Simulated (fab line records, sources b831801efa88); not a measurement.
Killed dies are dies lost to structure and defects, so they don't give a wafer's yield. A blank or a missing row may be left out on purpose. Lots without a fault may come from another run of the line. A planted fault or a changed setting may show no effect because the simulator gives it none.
A struck lot beside a sound one | flow sky130 | 18 steps out of a route of 708
Sound: wafers L391.1, L391.2, L391.4. Struck: wafers L386.1, L386.5, L386.6. The cause comes at the end.
At each step with rows: each side's tool, then ch and its chambers, then its first start. Under that, the readings that differ: sound wafers | struck wafers | difference of the means | sigmas: that difference in standard deviations of wafers without a fault.
alike: readings whose means differ by less than 2 such deviations, and words and numbers that are the same on both sides. not compared: withheld readings, readings that some wafer has no value for, bounds like >300 that may hide the same value, and numbers for which the record gives no deviation and whose values overlap.
The two part at a step that has a row with sigmas, a row that says differs or no value, or rows on one side only. Numbers that don't overlap but have no deviation are shown without sigmas and don't part them. A reading that every wafer of one side lacks parts them only if that side has two wafers or more.

first, 3 steps without rows for these wafers: SKY_SONOS_ONO_WET_ETCH_18 (etches Si3N4 in H3PO4, target depth 15 nm, time 172 s); SKY_GATE_OXIDE_CLEAN_00 (cleans in SC1/SC2, time 150 s); SKY_GATE_OXIDE_OXIDATION_01 (stabilise 600 s, purge 300 s, target thk 10.268 nm).
SKY_GATE_OXIDE_THK_MEAS_02:
  sound on film_metro-03, day 19 23:01; struck on film_metro-04, day 18 08:04
  reading                          | sound             | struck         | difference | sigmas
  GATE_OXIDE_OXIDATION_00_THK (nm) | 10.77 10.77 10.80 | 9.91 9.98 9.96 | -0.83      | -5
then, 7 steps without rows for these wafers: SKY_GATE_OXIDE_DEHYDRATE_03 (time 60 s); SKY_GATE_OXIDE_HMDS_04 (prime time 60 s); SKY_GATE_OXIDE_COAT_05 (resist thk 1162 nm); SKY_GATE_OXIDE_SOFTBAKE_06 (time 60 s); SKY_GATE_OXIDE_EXPOSE_07 (exposes mask LVOM, target cd 600 nm); SKY_GATE_OXIDE_PEB_08; SKY_GATE_OXIDE_DEVELOP_09 (develop time 60 s).
SKY_GATE_OXIDE_OVL_MEAS_10:
  sound on overlay-02, day 21 05:59; struck on overlay-02, day 19 13:50
  alike: GATE_OXIDE_OVL
SKY_GATE_OXIDE_IMPLANT_11:
  sound on implanter-03 ch 0, day 21 06:01; struck on implanter-04 ch 0, day 19 13:53
  reading            | sound                         | struck                        | difference | sigmas
  dose_ions_cm2      | 2.602e+12 2.599e+12 2.601e+12 | 3.725e+12 3.726e+12 3.722e+12 | +1.124e+12 | +99 or more
  faraday_current_uA | 14.9 14.4 14.6                | 21.0 21.3 21.3                | +6.6       | +21
  alike: beam_on_s
then, 1 step without rows for these wafers: SKY_GATE_OXIDE_WET_ETCH_12 (etches SiO2 in dHF, target depth 16.8 nm, time 336 s).
SKY_GATE_OXIDE_STRIP_13: strips in O2/N2.
  sound on plasma_asher-02 ch 0,1, day 21 06:16; struck on plasma_asher-04 ch 0,1, day 19 14:08
  alike: drypump_motor_current_A, n2_flow_sccm, oes_product_au, strip_time_to_endpoint_s
  not compared: rf_hours_counter_h
SKY_GATE_OXIDE_TW_MEAS_14:
  sound on film_metro-02, day 21 06:22; struck on film_metro-03, day 19 14:14
  reading       | sound             | struck            | difference | sigmas
  GATE_OXIDE_TW | 224.4 223.1 223.6 | 249.0 248.3 249.5 | +25.2      | +23
then, 1 step without rows for these wafers: SKY_GATE_OXIDE_CLEAN_15 (cleans in SC1/SC2, time 150 s).
-- the record jumps here: 30 days lie between the struck wafers' starts before and after (it left off in module GATE_OXIDE and takes up again in module PAD_OPEN, whose first step shown is number 708 of the route) --
SKY_PAD_OPEN_PROBE_99:
  the record has rows for the struck wafers here (prober-02, day 49 17:16) and none for the sound ones

WHERE THEY PART
First at SKY_GATE_OXIDE_THK_MEAS_02; last, within this record, at SKY_PAD_OPEN_PROBE_99.

WHY: what the simulator had put in
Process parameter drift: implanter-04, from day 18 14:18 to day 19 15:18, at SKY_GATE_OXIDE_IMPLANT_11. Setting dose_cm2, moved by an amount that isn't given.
